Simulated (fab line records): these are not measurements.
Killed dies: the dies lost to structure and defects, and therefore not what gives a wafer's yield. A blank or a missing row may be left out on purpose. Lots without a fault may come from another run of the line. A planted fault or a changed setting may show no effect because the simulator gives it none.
A struck lot beside a sound one / flow sky130 / 24 steps out of a route of 708
Sound: wafers L152.3, L152.4, L152.6. Struck: wafers L140.2, L140.5, L140.6. The cause is given at the end.
Each step with rows lists, per side, the tool, then ch with its chambers, then its first start. Under that, the readings that differ: sound wafers / struck wafers / difference of the means / sigmas: that difference in standard deviations of wafers without a fault.
alike: a reading whose means differ by less than 2 such deviations, as well as words and numbers matching on both sides. not compared: withheld readings; readings where some wafer has no value; bounds like >300 that might hide an equal value; numbers whose values overlap and for which the record gives no deviation.
The two part at a step that has a row with sigmas, a row that says differs or no value, or rows on one side only. Numbers that have no deviation but don't overlap get no sigmas and don't part them. Lack of a reading on every wafer of one side parts them only where that side has two or more wafers.

first, 2 steps without rows for these wafers: SKY_POLY_GATE_CLEAN_19 (cleans in SC1/SC2, time 150 s); SKY_POLY_GATE_OXIDATION_20 (stabilise 600 s, purge 300 s, target thk 4 nm).
SKY_POLY_GATE_THK_MEAS_21:
  sound on film metro-03 at day 23 09:40; struck on film metro-04 at day 19 00:12
  alike: POLY_GATE_OXIDATION_THK
SKY_POLY_GATE_CD_MEAS_22:
  sound on cd sem-02 at day 23 09:46; struck on cd sem-01 at day 19 00:17
  alike: cd nm
then, 7 steps without rows for these wafers: SKY_LDD_N_DEHYDRATE_00 (time 60 s); SKY_LDD_N_HMDS_01 (prime time 60 s); SKY_LDD_N_COAT_02 (resist thk 300 nm); SKY_LDD_N_SOFTBAKE_03 (time 60 s); SKY_LDD_N_EXPOSE_04 (exposes mask NTM, target cd 840 nm); SKY_LDD_N_PEB_05; SKY_LDD_N_DEVELOP_06 (develop time 60 s).
SKY_LDD_N_OVL_MEAS_07:
  sound on overlay-02 at day 24 14:28; struck on overlay-02 at day 20 07:31
  alike: LDD_N_OVL
SKY_LDD_N_IMPLANT_08:
  sound on implanter-04 ch 0, day 24 14:33; struck on implanter-02 ch 0, day 20 07:53
then, 7 steps without rows for these wafers: SKY_LDD_N_IMPLANT_09; SKY_LDD_N_IMPLANT_10; SKY_LDD_N_IMPLANT_11; SKY_LDD_N_IMPLANT_12; SKY_LDD_N_IMPLANT_13; SKY_LDD_N_IMPLANT_14; SKY_LDD_N_IMPLANT_15.
SKY_LDD_N_STRIP_16: strips in O2/N2.
  sound on plasma asher-01 ch 0,1, day 24 15:44; struck on plasma asher-03 ch 0,1, day 20 09:04
reading=strip time to endpoint s (s); sound=4.283 4.286 4.293; struck=4.504 4.514 4.518; difference=+0.225; sigmas=+15
  alike: drypump motor current A, oes product au
  not compared: rf hours counter h
SKY_LDD_N_TW_MEAS_17:
  sound on film metro-03 at day 24 15:49; struck on film metro-03 at day 20 09:10
reading=LDD_N_TW; sound=2611 2612 2615; struck=2715 2724 2708; difference=+103; sigmas=+3
then, 1 step without rows for these wafers: SKY_LDD_P_DEHYDRATE_00 (time 60 s).
-- here the record skips 27 days between the struck wafers' starts before and after, leaving off in module LDD_P and picking up in module PAD_OPEN (first step shown: number 708 of the route) --
SKY_PAD_OPEN_PROBE_99:
  sound on prober-02 at day 50 02:16; struck on prober-02 at day 47 14:17
reading=model.etest.tip n.rs ohm sq; sound=448.2 441.9 443.1; struck=390 388.7 388.5; difference=-55; sigmas=
reading=model.etest.via3 chain.rc ohm; sound=9.647 9.769 10.19; struck=9.434 9.583 9.494; difference=-0.365; sigmas=
reading=model.etest.nfet_01v8_lvt.vt sat v (V); sound=0.5358 0.5334 0.5394; struck=0.5059 0.5201 0.5095; difference=-0.0244; sigmas=
  alike: killed_at_M0_to_M3, killed_at_M4_up, killed at contacts, killed at front end, killed at other, killed dies, killed open, killed short
  not compared: model.etest.nfet_01v8.vt sat v

## WHERE THEY PART
At SKY_LDD_N_STRIP_16 first; at SKY_LDD_N_TW_MEAS_17 last (within this record only). Later steps at which nothing parts them and some readings are alike: SKY_PAD_OPEN_PROBE_99.

WHY: the cause the simulator had injected
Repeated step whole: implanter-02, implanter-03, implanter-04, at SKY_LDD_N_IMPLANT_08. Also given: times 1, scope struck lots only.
